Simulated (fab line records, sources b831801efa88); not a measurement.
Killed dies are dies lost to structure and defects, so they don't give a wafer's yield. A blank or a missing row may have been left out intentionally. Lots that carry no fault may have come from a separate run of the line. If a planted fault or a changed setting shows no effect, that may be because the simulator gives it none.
The tool behind it: which one? / flow sky130 / 6 lots with 17 wafers sampled at 2 steps, on a route of 708 steps

== WHAT THE GAUGES SHOWED, per wafer ==
SKY_LI_CONTACT_THK_MEAS_01.
lot=L928; measured=day 27 22:37; on=filmMetro-03; LI_CONTACT_HDPCVD_THK (nm)=915 917 934
lot=L934; measured=day 30 12:05; on=filmMetro-01; LI_CONTACT_HDPCVD_THK (nm)=940 938 923
lot=L937; measured=day 31 11:21; on=filmMetro-03; LI_CONTACT_HDPCVD_THK (nm)=425 915
lot=L939; measured=day 32 17:36; on=filmMetro-03; LI_CONTACT_HDPCVD_THK (nm)=448 454 947
lot=L946; measured=day 35 20:57; on=filmMetro-03; LI_CONTACT_HDPCVD_THK (nm)=946 923 924
lot=L948; measured=day 36 03:22; on=filmMetro-02; LI_CONTACT_HDPCVD_THK (nm)=921 926 916

== WHAT TOOL EACH LOT RAN ON (gives the tool, then ch and the chambers of the sampled wafers, and finally the start) ==
lot=L928; SKY_LI_CONTACT_HDPCVD_00=hdpcvd-02 ch 0,1,2, day 27 22:29
lot=L934; SKY_LI_CONTACT_HDPCVD_00=hdpcvd-02 ch 0,1, day 30 11:59
lot=L937; SKY_LI_CONTACT_HDPCVD_00=hdpcvd-01 ch 0,1, day 31 11:15
lot=L939; SKY_LI_CONTACT_HDPCVD_00=hdpcvd-01 ch 0,2, day 32 17:30
lot=L946; SKY_LI_CONTACT_HDPCVD_00=hdpcvd-01 ch 0,1,2, day 35 20:51
lot=L948; SKY_LI_CONTACT_HDPCVD_00=hdpcvd-02 ch 0,2, day 36 03:15
- SKY_LI_CONTACT_HDPCVD_00: deposits PSG, target thk 930 nm, time 155 s.

== THE ANSWER, worked out from the rows above alone ==
Rule: the lots themselves supply what counts as usual. Put in order of their means at a reading, lots are off if they are a third of the lots or fewer, leave a main group of 4 or more, and stand apart from it by a gap of 3 or more times the standard deviation of the main group's means; of several such gaps the widest counts. Not used: any main group whose means are identical at the precision the tables above print for the reading. A lot without any number at a reading at which 4 lots or more have one is off too. The other lots that the step has rows for count as sound.
Off: L937, L939, seen at SKY_LI_CONTACT_THK_MEAS_01 (LI_CONTACT_HDPCVD_THK). The main group: mean 927 nm, standard deviation 5.5.
If a tool, at a process step before that reading, ran all the lots that are off and no sound lot after the first of them, it fits. The gauges at SKY_LI_CONTACT_THK_MEAS_01 are tried like those tools. None of those tried fits.

== WHAT THE SIMULATOR HAD INSERTED ==
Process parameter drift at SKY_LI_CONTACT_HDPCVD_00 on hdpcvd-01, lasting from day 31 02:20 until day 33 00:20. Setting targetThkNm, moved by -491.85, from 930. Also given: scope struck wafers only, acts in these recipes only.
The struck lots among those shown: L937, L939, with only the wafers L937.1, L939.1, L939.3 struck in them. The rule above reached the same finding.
